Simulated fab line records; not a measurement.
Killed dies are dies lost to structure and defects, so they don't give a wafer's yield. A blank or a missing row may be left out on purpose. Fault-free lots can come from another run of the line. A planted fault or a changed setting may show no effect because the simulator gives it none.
A lot that was struck, set against a sound lot + flow gf180mcu + 16 out of 602 route steps
Sound: the wafers L746.2, L746.5, L746.6. Wafers struck: L748.2, L748.4, L748.5. The cause is named last.
At each step with rows: each side's tool, then ch and its chambers, then its first start. Under that, the readings that differ: sound wafers + struck wafers + difference of the means + sigmas: that difference in standard deviations of wafers without a fault.
alike: words and numbers the same on both sides, and readings whose means are apart by under 2 such deviations; not compared: readings that were withheld, readings missing a value for some wafer, numbers with overlapping values and no deviation given by the record, and bounds like >300 which may hide the same value.
The two part at a step that has a row with sigmas, a row that says differs or no value, or rows on one side only. When numbers do not overlap yet have no deviation, they are printed without sigmas and do not part them. A reading missing from all wafers of one side parts the sides only when that side holds two or more wafers.

first, 3 steps without rows for these wafers: GF_V1_EXPOSE_11 (exposes mask Via1, target cd 260 nm); GF_V1_PEB_12 (peb time 90 s); GF_V1_DEVELOP_13 (develop time 60 s).
GF_V1_CD_MEAS_14: the cd target is 260 nm.
  struck on cd sem-02, day 19 11:50; sound on cd sem-01, day 18 17:41
  alike: cd nm
GF_V1_OVL_MEAS_15:
  struck on overlay-01, day 19 11:56; sound on overlay-01, day 18 17:47
  alike: V1_OVL
GF_V1_ETCH_16: etches BARC in N2/H2.
  sound on rie diel-01 ch 0,1,2, day 18 17:49; struck on rie diel-02 ch 1,2,3, day 19 11:58
  alike: chamber pressure mTorr, drypump motor current A, oes product au, throttle valve pct
GF_V1_ETCH_17: etches SiO2 in C4F8/O2/Ar, stops on TiN, target depth 630 nm.
  sound: rie diel-01 ch 0,1,2; struck: rie diel-02 ch 1,2,3
  alike: chamber pressure mTorr, oes product au
then, 3 steps without rows for these wafers: GF_V1_STRIP_18 (strips in O2/N2); GF_V1_STRIP_19 (strips in post etch residue remover, time 1200 s); GF_V1_CLEAN_20 (cleans in DIW).
GF_V1_SPUTTER_21: material Ti, target thk 15 nm, time 80.02 s.
  struck on pvd sputter-03, day 19 12:38; sound on pvd sputter-01, day 18 18:29
  alike: substrate temp c, throttle valve pct
GF_V1_SPUTTER_22: material TiN, target thk 10 nm, time 40 s.
  struck on pvd sputter-03, day 19 12:41; sound on pvd sputter-01, day 18 18:32
  alike: throttle valve pct
GF_V1_CVD_23: deposits W, target thk 350 nm, time 105.05 s.
  sound on cvd w-01 ch 0,1, day 18 18:35; struck on cvd w-01 ch 0,1, day 19 12:44
| reading                          | sound             | struck            | difference | sigmas |
|----------------------------------|-------------------|-------------------|------------|--------|
| model.W_of_V1_CVD_23.thk nm (nm) | 345.4 348.5 343.9 | 326.1 324.8 323.3 | -21.2      |        |
  alike: chamber pressure Torr, heater power w
GF_V1_RS_MEAS_24: the measuring method here is four-point-probe.
  struck on film metro-03, day 19 12:52; sound on film metro-01, day 18 18:43
| reading          | sound                | struck               | difference | sigmas |
|------------------|----------------------|----------------------|------------|--------|
| V1_W_RS (ohm/sq) | 0.3313 0.3285 0.3331 | 0.3506 0.3526 0.3550 | +0.0218    | +7     |
GF_V1_THK_MEAS_25: measures by xrf.
  struck on film metro-03, day 19 12:58; sound on film metro-01, day 18 18:49
| reading       | sound       | struck      | difference | sigmas |
|---------------|-------------|-------------|------------|--------|
| V1_W_THK (nm) | 356 358 354 | 330 330 327 | -27        | -6     |
GF_V1_CMP_26: polishes, stops on SiO2, t overpolish 15 s, target thk 0 nm.
  sound on cmp-01 ch 0,1,2, day 18 19:01; struck on cmp-01 ch 0,1,3, day 19 13:07
  alike: motor current A, platen rpm

== WHERE THEY PART ==
At GF_V1_RS_MEAS_24 first; at GF_V1_THK_MEAS_25 last (within this record only). Later steps at which nothing parts them and some readings are alike: GF_V1_CMP_26.

WHY: whatever the simulator had introduced
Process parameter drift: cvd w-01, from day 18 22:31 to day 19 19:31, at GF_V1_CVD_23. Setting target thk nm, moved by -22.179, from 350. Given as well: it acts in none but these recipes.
